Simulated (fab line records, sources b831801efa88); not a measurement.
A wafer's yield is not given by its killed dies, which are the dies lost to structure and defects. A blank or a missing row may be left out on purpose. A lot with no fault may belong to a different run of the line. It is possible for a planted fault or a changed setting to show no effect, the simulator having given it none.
Comparing a struck lot with a sound one | flow sky130 | 14 out of 708 route steps
Sound: these wafers, L635.2, L635.3, L635.6. Wafers L641.3, L641.4, L641.6 were the ones struck. Last of all comes the cause.
For every step that has rows: the tool of each side, followed by ch and its chambers, followed by its first start. Under that, the readings that differ: sound wafers | struck wafers | difference of the means | sigmas: that difference in standard deviations of wafers without a fault.
alike: readings whose means differ by less than 2 such deviations, and words and numbers that are the same on both sides. not compared: withheld readings, readings that some wafer has no value for, bounds like >300 that may hide the same value, and numbers for which the record gives no deviation and whose values overlap.
Wherever a step has rows on one side only, a row that says differs or no value, or a row with sigmas, the two part there. Numbers that have no deviation but don't overlap get no sigmas and don't part them. Lack of a reading on every wafer of one side parts them only where that side has two or more wafers.

SKY_VIA2_CD_MEAS_12: target cd 200 nm.
  struck on cd sem-01, day 39 05:08; sound on cd sem-02, day 37 16:43
  alike: cd nm
SKY_VIA2_OVL_MEAS_13:
  struck on overlay-01, day 39 05:14; sound on overlay-01, day 37 16:50
  alike: VIA2_OVL
SKY_VIA2_ETCH_14: etches BARC in N2/H2, stops on SiO2, time 45.9 s, target depth 60 nm.
  sound on rie diel-04 ch 0,2,3, day 37 16:52; struck on rie diel-02 ch 0,1,2, day 39 05:15
  alike: drypump motor current A, oes product au, throttle valve pct
  not compared: rf hours counter h
SKY_VIA2_ETCH_15: etches SiO2 in C4F8/O2/Ar, stops on TiN, target depth 546 nm, time 84 s.
  sound on rie diel-04 ch 0,2,3, day 37 16:54; struck on rie diel-02 ch 0,1,2, day 39 05:18
  alike: oes product au
  not compared: rf hours counter h
SKY_VIA2_STRIP_16: strips in O2/N2.
  sound on plasma asher-01 ch 0,1, day 37 16:58; struck on plasma asher-03 ch 0,1, day 39 05:23
  alike: drypump motor current A, oes product au, strip time to endpoint s
  not compared: rf hours counter h
then, 3 steps without rows for these wafers: SKY_VIA2_STRIP_17 (strips in post etch residue remover, time 1200 s); SKY_VIA2_CLEAN_18 (cleans in IPA, time 180 s); SKY_VIA2_CLEAN_19 (cleans in O3/DIW).
SKY_VIA2_SPUTTER_20: material TiN, target thk 20 nm, time 80 s.
  struck on pvd sputter-03, day 39 06:03; sound on pvd sputter-02, day 37 17:33
  alike: cathode dc power W, chamber pressure pa, throttle valve pct
SKY_VIA2_CVD_21: deposits W, target thk 420 nm, time 126.4 s.
  sound on cvd w-02 ch 0,1, day 37 17:37; struck on cvd w-02 ch 0,1, day 39 06:10
  alike: heater power w
SKY_VIA2_RS_MEAS_22: the measuring method here is four-point-probe.
  struck on film metro-03, day 39 06:17; sound on film metro-03, day 37 17:46
  alike: VIA2_W_RS
SKY_VIA2_THK_MEAS_23: measures by xrf.
  struck on film metro-03, day 39 06:23; sound on film metro-03, day 37 17:53
  alike: VIA2_W_THK
SKY_VIA2_CMP_24: polishes, stops on SiO2, t overpolish 20 s, target thk 0 nm.
  sound on cmp-01 ch 0,1,2, day 37 18:01; struck on cmp-02 ch 0,2,3, day 39 06:38
  no value came back on the struck wafers for any of 5 readings (edge zone pressure frac, head pressure psi (psi) and others); on the sound wafers edge zone pressure frac reads 1.002 1.004 1.003
  reading                                  | sound             | struck            | difference | sigmas
  model.W_of_VIA2_CVD_21.thk nm (nm)       | 0 0 0             | 414.3 411.3 408.1 | +411.2     |
  model.SiO2_of_VIA2_HDPCVD_00.thk nm (nm) | 488.6 490.1 490.8 | 495.6 496.6 495.9 | +6.2       |
-- the record jumps here: 9 days lie between the struck wafers' starts before and after (it left off in module VIA2 and takes up again in module PAD_OPEN, whose first step shown is number 708 of the route) --
SKY_PAD_OPEN_PROBE_99:
  struck on prober-02, day 48 09:49; sound on prober-01, day 47 04:26
  reading                  | sound          | struck         | difference | sigmas
  defect limited yield (%) | 87.2 83.3 85.6 | 0 0 0          | -85        | -39
  killed_at_M0_to_M3       | 33 43 39       | 453 450 448    | +412       | +55
  killed at other          | 3 1 1          | 0 0 0          | -2         | -3
  killed dies              | 63 82 71       | 492 492 492    | +420       | +38
  killed on rim            | 13 16 12       | 96 96 96       | +82        | +23
  sort_bin_3_pad_short (%) | 0.4 1.0 0.6    | 85.6 82.3 82.1 | +82.7      | +99 or more
  sort n pass              | 429 410 421    | 0 0 0          | -420       | -38
  sort yield pct (%)       | 87.2 83.3 85.6 | 0 0 0          | -85        | -39
  alike: killed_at_M4_up, killed at contacts, killed at front end, killed open, killed short, sort_bin_5_function, sort_bin_6_memory

## WHERE THEY PART
Last at SKY_PAD_OPEN_PROBE_99 as far as this record goes, first at SKY_VIA2_CMP_24.

WHY: what the simulator had put in
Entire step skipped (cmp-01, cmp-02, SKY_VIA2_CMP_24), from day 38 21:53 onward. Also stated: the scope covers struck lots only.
